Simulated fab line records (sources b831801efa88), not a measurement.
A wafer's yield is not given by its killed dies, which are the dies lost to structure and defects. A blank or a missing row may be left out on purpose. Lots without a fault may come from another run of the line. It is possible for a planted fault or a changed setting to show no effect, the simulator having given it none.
Which tool is to blame? + flow sky130 + Sampling: 11 lots, 33 wafers, 4 of 708 route steps

WHAT THE GAUGES SHOWED, per wafer
SKY_VT_ADJUST_PCH_OVL_MEAS_07.
| lot  | measured     | on         | VT_ADJUST_PCH_OVL (nm) |
|------|--------------|------------|------------------------|
| L134 | day 10 06:08 | overlay-02 | -1.9 -1.5 -1.7         |
| L136 | day 11 00:38 | overlay-02 | 0.5 1.3 1.2            |
| L137 | day 11 07:35 | overlay-02 | -0.4 0.1 0.7           |
| L139 | day 11 15:21 | overlay-02 | -0.5 -0.5 -0.1         |
| L140 | day 12 01:47 | overlay-01 | -1.0 -2.0 -0.4         |
| L141 | day 12 10:47 | overlay-02 | -1.2 -0.8 -0.9         |
| L142 | day 12 14:35 | overlay-01 | 0.5 0.0 0.6            |
| L144 | day 13 09:05 | overlay-01 | -2.5 -2.8 -3.5         |
| L151 | day 15 17:05 | overlay-01 | 0.4 0.9 0.5            |
| L154 | day 16 11:17 | overlay-02 | -1.7 -3.0 -2.2         |
| L155 | day 17 08:56 | overlay-01 | 1.3 -1.4 1.0           |

SKY_SONOS_TUNNEL_OVL_MEAS_08.
| lot  | measured     | on         | SONOS_TUNNEL_OVL (nm) |
|------|--------------|------------|-----------------------|
| L134 | day 11 03:48 | overlay-02 | -3.7 -1.6 -2.1        |
| L136 | day 11 23:37 | overlay-01 | -1.5 -0.3 0.0         |
| L137 | day 12 06:49 | overlay-01 | -2.4 -0.2 -0.6        |
| L139 | day 12 15:37 | overlay-02 | -3.3 -2.9 -2.0        |
| L140 | day 13 02:13 | overlay-02 | 0.7 1.0 0.2           |
| L141 | day 13 11:54 | overlay-01 | 0.2 -0.8 -1.1         |
| L142 | day 13 15:30 | overlay-02 | 0.5 -0.2 -0.9         |
| L144 | day 14 11:06 | overlay-01 | -1.2 -0.9 -0.1        |
| L151 | day 16 21:06 | overlay-02 | -0.6 -1.9 -0.3        |
| L154 | day 17 16:46 | overlay-01 | -1.6 -0.6 -2.4        |
| L155 | day 18 14:51 | overlay-02 | 0.1 -1.5 0.2          |

SKY_SONOS_ONO_THK_MEAS_01.
| lot  | measured     | on            | SONOS_ONO_OXIDATION_THK (nm) |
|------|--------------|---------------|------------------------------|
| L134 | day 11 06:27 | film_metro-04 | 2.58 2.56 2.51               |
| L136 | day 12 01:46 | film_metro-03 | 2.64 2.57 2.62               |
| L137 | day 12 08:59 | film_metro-02 | 2.62 2.70 2.65               |
| L139 | day 12 17:34 | film_metro-03 | 2.48 2.51 2.49               |
| L140 | day 13 05:33 | film_metro-04 | 2.70 2.65 2.63               |
| L141 | day 13 15:53 | film_metro-04 | 2.60 2.60 2.64               |
| L142 | day 13 18:28 | film_metro-03 | 2.67 2.65 2.56               |
| L144 | day 14 13:56 | film_metro-04 | 2.53 2.58 2.63               |
| L151 | day 17 00:58 | film_metro-03 | 2.11 2.03 2.09               |
| L154 | day 17 19:44 | film_metro-02 | 2.03 2.00 2.00               |
| L155 | day 18 17:22 | film_metro-04 | 2.53 2.53 2.56               |

WHAT TOOL EACH LOT RAN ON (gives the tool, then ch and the chambers of the sampled wafers, and finally the start)
| lot  | SKY_SONOS_ONO_OXIDATION_00    |
|------|-------------------------------|
| L134 | furnace-02 ch 0, day 11 05:06 |
| L136 | furnace-01 ch 0, day 12 00:25 |
| L137 | furnace-01 ch 0, day 12 07:38 |
| L139 | furnace-01 ch 0, day 12 16:12 |
| L140 | furnace-01 ch 0, day 13 04:11 |
| L141 | furnace-01 ch 0, day 13 14:32 |
| L142 | furnace-01 ch 0, day 13 17:08 |
| L144 | furnace-02 ch 0, day 14 12:36 |
| L151 | furnace-01 ch 0, day 16 23:37 |
| L154 | furnace-01 ch 0, day 17 18:22 |
| L155 | furnace-02 ch 0, day 18 16:01 |
- SKY_SONOS_ONO_OXIDATION_00: stabilise 600 s, purge 300 s, target thk 2.6 nm.

WHAT THE TOOLS THEMSELVES READ (means of the sampled wafers that have a number; where no wafer has one, the mark that the record gives instead)
SKY_SONOS_ONO_OXIDATION_00.
| lot  | tool       | ramp_up_c_per_min | spike_tc_bottom_C (C) | spike_tc_centre_C (C) | spike_tc_lower_C (C) | spike_tc_top_C (C) | spike_tc_upper_C (C) | tube_center_temp_C (C) | tube_center_temp_C_max | zone_power_bottom_pct (%) | zone_power_top_pct (%) |
|------|------------|-------------------|-----------------------|-----------------------|----------------------|--------------------|----------------------|------------------------|------------------------|---------------------------|------------------------|
| L134 | furnace-02 | 9.999             | 820.5                 | 800.0                 | 801.2                | 808.4              | 797.5                | 800                    | 801.9                  | 22.2                      | 28.6                   |
| L136 | furnace-01 | 10.000            | 814.4                 | 801.0                 | 800.9                | 813.0              | 799.0                | 800                    | 802.5                  | 21.4                      | 27.6                   |
| L137 | furnace-01 | 10.000            | 815.8                 | 800.6                 | 800.2                | 813.4              | 799.7                | 800                    | 802.0                  | 21.4                      | 27.6                   |
| L139 | furnace-01 | 10.000            | 815.4                 | 800.9                 | 801.4                | 814.3              | 799.1                | 800                    | 802.0                  | 21.7                      | 27.5                   |
| L140 | furnace-01 | 10.001            | 814.7                 | 800.6                 | 801.6                | 813.0              | 799.7                | 800                    | 802.5                  | 21.5                      | 27.4                   |
| L141 | furnace-01 | 10.001            | 816.1                 | 800.4                 | 800.6                | 812.5              | 799.5                | 800                    | 802.2                  | 21.5                      | 27.3                   |
| L142 | furnace-01 | 10.000            | 815.5                 | 800.2                 | 800.9                | 813.0              | 799.2                | 800                    | 802.1                  | 21.4                      | 27.5                   |
| L144 | furnace-02 | 9.999             | 820.4                 | 800.3                 | 801.0                | 807.7              | 796.9                | 800                    | 802.0                  | 21.8                      | 28.6                   |
| L151 | furnace-01 | 9.999             | 798.8                 | 783.1                 | 784.2                | 797.1              | 782.7                | 783                    | 785.1                  | 20.9                      | 26.7                   |
| L154 | furnace-01 | 10.001            | 799.3                 | 783.2                 | 783.5                | 797.1              | 782.1                | 783                    | 785.4                  | 20.7                      | 26.6                   |
| L155 | furnace-02 | 10.003            | 820.1                 | 800.2                 | 799.9                | 807.7              | 797.7                | 800                    | 801.9                  | 22.0                      | 28.8                   |

THE ANSWER, worked out from the rows above alone
Rule: usual is defined by the lots themselves. Put in order of their means at a reading, lots are off if they are a third of the lots or fewer, leave a main group of 4 or more, and stand apart from it by a gap of 3 or more times the standard deviation of the main group's means; of several such gaps the widest counts. A main group is skipped when, at the precision printed for the reading in the tables above, its means are all equal. Also off: a lot with no number at a reading for which 4 or more lots have one. Any other lot the step has rows for is counted as sound. Order of review: gauges by route order, followed by the tools' own readings, for which a lot's mean as printed above is used. At the first step where some lot is off, the reading lying furthest off is the one used; lots without a number count as furthest.
Off: at SKY_SONOS_ONO_THK_MEAS_01 (SONOS_ONO_OXIDATION_THK), L151, L154. Main group: mean 2.59 nm, sd 0.053.
If a tool, at a process step before that reading, ran all the lots that are off and no sound lot after the first of them, it fits. Not tried: the gauges at SKY_SONOS_ONO_THK_MEAS_01; whatever is off there is also off at SKY_SONOS_ONO_OXIDATION_00, on other tools, and gauge error can't account for it. One fits: SKY_SONOS_ONO_OXIDATION_00 on furnace-01. A fault onset in the window from L142 (day 13 17:08, its last sound lot) to L151 (day 16 23:37, its first lot off) fits.
The tool's own readings at SKY_SONOS_ONO_OXIDATION_00 bear it out: on the lots that are off they differ by more than 5 times the standard deviation of the sound lots' means. spike_tc_bottom_C reads 799.0 C there against 817.0 C on the sound lots; spike_tc_centre_C reads 783.2 C there against 800.5 C on the sound lots; spike_tc_lower_C reads 783.9 C there against 800.9 C on the sound lots; spike_tc_top_C reads 797.1 C there against 811.4 C on the sound lots; spike_tc_upper_C reads 782.4 C there against 798.7 C on the sound lots; tube_center_temp_C reads 783 C there against 800 C on the sound lots; tube_center_temp_C_max reads 785.2 there against 802.1 on the sound lots.

WHAT HAD BEEN PUT IN BY THE SIMULATOR
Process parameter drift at SKY_SONOS_ONO_OXIDATION_00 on furnace-01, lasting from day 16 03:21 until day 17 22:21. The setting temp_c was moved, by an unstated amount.
Shown lots that were struck: L151, L154. The rule above found the same.
